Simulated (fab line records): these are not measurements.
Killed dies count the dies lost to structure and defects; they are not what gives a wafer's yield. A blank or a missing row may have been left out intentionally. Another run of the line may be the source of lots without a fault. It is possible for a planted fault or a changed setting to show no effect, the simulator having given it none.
A lot that was struck, set against a sound lot    flow gf180mcu    23 out of 602 route steps
Sound: these wafers, L663.1, L663.2, L663.4. Struck: wafers L673.3, L673.4. (L673.2 of the same lot was not struck and is left out.) The cause comes at the end.
Each step with rows lists, per side, the tool, then ch with its chambers, then its first start. Under that, the readings that differ: sound wafers    struck wafers    difference of the means    sigmas: that difference in standard deviations of wafers without a fault.
alike: readings with means less than 2 such deviations apart, plus words and numbers identical on both sides. not compared: withheld readings, readings lacking a value on some wafer, bounds such as >300 that could conceal the same value, and numbers that have no deviation in the record and whose values overlap.
The two part at a step that has a row with sigmas, a row that says differs or no value, or rows on one side only. When numbers do not overlap yet have no deviation, they are printed without sigmas and do not part them. A reading missing from all wafers of one side parts the sides only when that side holds two or more wafers.

GF_PSD_OVL_MEAS_08:
  sound on overlay-01 at day 15 18:36; struck on overlay-02 at day 19 07:01
  alike: PSD_OVL
then, 1 step without rows for these wafers: GF_PSD_IMPLANT_09.
GF_PSD_STRIP_10: strips in O2/N2.
  sound on plasma asher-01 ch 0,1, day 15 18:47; struck on plasma asher-01 ch 0,1, day 19 07:11
  alike: drypump motor current A, heater power w, oes product au, platen temp c, strip time to endpoint s
  not compared: rf hours counter h
GF_PSD_TW_MEAS_11:
  sound on film metro-02 at day 15 18:53; struck on film metro-01 at day 19 07:18
  alike: PSD_TW
then, 1 step without rows for these wafers: GF_PSD_CLEAN_12 (cleans in SC1/SC2, time 150 s).
GF_PSD_RTA_13: time 20 s.
  sound on rtp anneal-02 ch 0, day 15 19:00; struck on rtp anneal-01 ch 0, day 19 07:25
  alike: lamp power pct, wafer_temp_C_max
GF_PSD_RS_MEAS_14: measurement is done with a four-point probe.
  sound on film metro-03 at day 15 19:05; struck on film metro-03 at day 19 07:30
  alike: NSD_RS
GF_PSD_RS_MEAS_15: measurement is done with a four-point probe.
  sound on film metro-03 at day 15 19:12; struck on film metro-03 at day 19 07:37
  alike: PSD_RS
GF_SAB_CVD_00: deposits SiO2 from TEOS, target thk 50 nm, time 4.9302 s.
  sound on pecvd-04 ch 0,1,2, day 15 19:19; struck on pecvd-02 ch 2, day 19 07:43
  alike: heater power w
GF_SAB_THK_MEAS_01:
  sound on film metro-04 at day 15 19:20; struck on film metro-01 at day 19 07:45
  alike: SAB_CVD_00_THK
then, 2 steps without rows for these wafers: GF_SAB_DEHYDRATE_02 (time 60 s); GF_SAB_HMDS_03 (prime time 60 s).
GF_SAB_COAT_04: resist thk 1000 nm.
  sound on litho track-03 ch 0, day 16 06:35; struck on litho track-04 ch 0, day 19 19:44
reading                                   sound            struck     difference  sigmas
model.NOVOLAK_of_SAB_COAT_04.thk nm (nm)  995.2 997 993.5  1041 1038  +44         
  alike: resist line temp C
then, 4 steps without rows for these wafers: GF_SAB_SOFTBAKE_05 (time 60 s); GF_SAB_EXPOSE_06 (exposes mask SAB, target cd 420 nm); GF_SAB_PEB_07; GF_SAB_DEVELOP_08 (develop time 60 s).
GF_SAB_CD_MEAS_09 targets a cd of 420 nm.
  sound on cd sem-01 at day 16 17:41; struck on cd sem-02 at day 20 08:31
reading     sound              struck       difference  sigmas
cd nm (nm)  417.5 417.4 417.2  422.9 423.2  +5.7        +3
GF_SAB_OVL_MEAS_10:
  sound on overlay-02 at day 16 17:49; struck on overlay-02 at day 20 08:37
  alike: SAB_OVL
GF_SAB_ETCH_11: etches SiO2 in C4F8/O2/Ar, target depth 55 nm, time 8.5 s.
  sound on rie diel-01 ch 0,1,3, day 16 17:51; struck on rie diel-02 ch 0,2, day 20 08:39
reading                                   sound              struck     difference  sigmas
model.NOVOLAK_of_SAB_COAT_04.thk nm (nm)  984.1 985.6 982    1030 1027  +45         
model.SAB.cd nm (nm)                      418.4 417.2 416.3  422.5 424  +5.9        
  alike: oes product au
  not compared: rf hours counter h
then, 1 step without rows for these wafers: GF_SAB_WET_ETCH_12 (etches SiO2 in dHF, target depth 22 nm, time 440 s).
GF_SAB_STRIP_13: strips in O2/N2.
  sound on plasma asher-02 ch 0,1, day 16 18:01; struck on plasma asher-01 ch 0,1, day 20 08:48
reading                       sound              struck       difference  sigmas
strip time to endpoint s (s)  12.55 12.57 12.54  13.02 12.99  +0.45       +14
  alike: drypump motor current A, heater power w, oes product au, platen temp c
  not compared: rf hours counter h
then, 1 step without rows for these wafers: GF_SALICIDE_CLEAN_00 (cleans in SC1/SC2, time 150 s).

WHERE THEY PART
At GF_SAB_CD_MEAS_09 first; at GF_SAB_STRIP_13 last (within this record only).

WHY: what had been put in by the simulator
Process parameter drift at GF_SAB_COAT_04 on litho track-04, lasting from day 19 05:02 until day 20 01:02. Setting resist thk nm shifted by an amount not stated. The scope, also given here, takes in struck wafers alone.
